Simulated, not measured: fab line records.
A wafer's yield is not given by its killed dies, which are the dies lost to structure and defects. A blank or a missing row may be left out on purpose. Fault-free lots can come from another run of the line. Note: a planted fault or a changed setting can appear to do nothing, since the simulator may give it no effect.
Check of tool commonality	flow gf180mcu	13 lots, 39 wafers sampled

WHAT PROMPTED THE OPENING
GF_PSD_RS_MEAS_14, reading NSD_RS: flagged on 1 of 13 lots. Fault-free wafers read 46.09 ohm/sq, with a standard deviation of 0.08.
Rule: a lot is flagged when every wafer of it that has a number lies more than 4 standard deviations from that mean, or none has a number. All remaining lots are regarded as sound.

lot	measured	on	NSD_RS (ohm/sq), wafer by wafer	flag
L811	day 14 09:20	filmMetro-04	46.12 46.07 46.15	
L812	day 14 13:14	filmMetro-02	46.18 46.08 46.16	
L813	day 15 06:05	filmMetro-04	46.21 46.14 46.22	
L814	day 15 12:52	filmMetro-04	46.06 46.20 46.05	
L815	day 15 17:38	filmMetro-01	46.11 46.25 46.12	
L819	day 17 07:41	filmMetro-04	46.14 46.13 46.01	
L821	day 17 22:11	filmMetro-01	46.04 46.11 46.05	
L823	day 18 19:09	filmMetro-02	47.54 47.65 47.56	FLAGGED
L828	day 20 09:18	filmMetro-01	46.08 46.11 46.19	
L829	day 20 13:38	filmMetro-04	46.19 46.18 46.16	
L830	day 21 03:44	filmMetro-04	46.04 46.05 46.17	
L831	day 21 12:46	filmMetro-02	46.07 46.05 46.18	
L834	day 22 07:28	filmMetro-04	45.92 46.09 46.04	
Average over the flagged lots: 47.58 ohm/sq; offset from the usual +1.49 ohm/sq, equal to +19 standard deviations.

TOOL THAT RAN EACH LOT
The record keeps 1 process step preceding the reading, out of 602 steps on the route. Each cell gives the tool, then ch followed by the chambers the sampled wafers passed through, then the start.
lot	flag	GF_NSD_IMPLANT_10
L811		implanter-04 ch 0, day 13 11:34
L812		implanter-04 ch 0, day 13 15:20
L813		implanter-01 ch 0, day 14 07:47
L814		implanter-04 ch 0, day 14 15:19
L815		implanter-02 ch 0, day 14 18:56
L819		implanter-04 ch 0, day 16 08:55
L821		implanter-02 ch 0, day 16 23:11
L823	FLAGGED	implanter-02 ch 0, day 17 18:38
L828		implanter-04 ch 0, day 19 08:25
L829		implanter-04 ch 0, day 19 13:14
L830		implanter-04 ch 0, day 20 02:35
L831		implanter-04 ch 0, day 20 11:31
L834		implanter-01 ch 0, day 21 07:43
What these steps do:
- GF_NSD_IMPLANT_10
- GF_PSD_RS_MEAS_14: measures by four-point-probe.

FLAGGED AGAINST TOTAL, ONE TOOL AT A TIME (gauges that did the reading follow at the end)
step	tool	lots run	flagged	share of the flagged lots	sound lots run after its first flagged lot
GF_NSD_IMPLANT_10	implanter-01	2	0	none	-
GF_NSD_IMPLANT_10	implanter-02	3	1	all	0
GF_NSD_IMPLANT_10	implanter-04	8	0	none	-
GF_PSD_RS_MEAS_14	filmMetro-01	3	0	none	-
GF_PSD_RS_MEAS_14	filmMetro-02	3	1	all	1 (L831)
GF_PSD_RS_MEAS_14	filmMetro-04	7	0	none	-

WHAT THE TABLE PERMITS
Table rows that saw every flagged lot: 2, namely implanter-02 at GF_NSD_IMPLANT_10 and filmMetro-02 at GF_PSD_RS_MEAS_14.
- implanter-02 at GF_NSD_IMPLANT_10: 1 of its 3 lots flagged. It ran its last sound lot, L821, at day 16 23:11 and its first flagged lot, L823, at day 17 18:38: a fault with its onset between the two fits.
- filmMetro-02 at GF_PSD_RS_MEAS_14: 1 of its 3 lots flagged. Sound lots ran on it after the first flagged one (L831), which a lasting fault on the whole tool wouldn't allow.
Just one tool remains: implanter-02 at GF_NSD_IMPLANT_10.

WHAT THE SIMULATOR HAD INSERTED
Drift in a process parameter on implanter-02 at GF_NSD_IMPLANT_10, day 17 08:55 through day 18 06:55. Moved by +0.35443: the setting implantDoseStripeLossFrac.
Lots struck among those shown: L823. Same finding as the rule above.
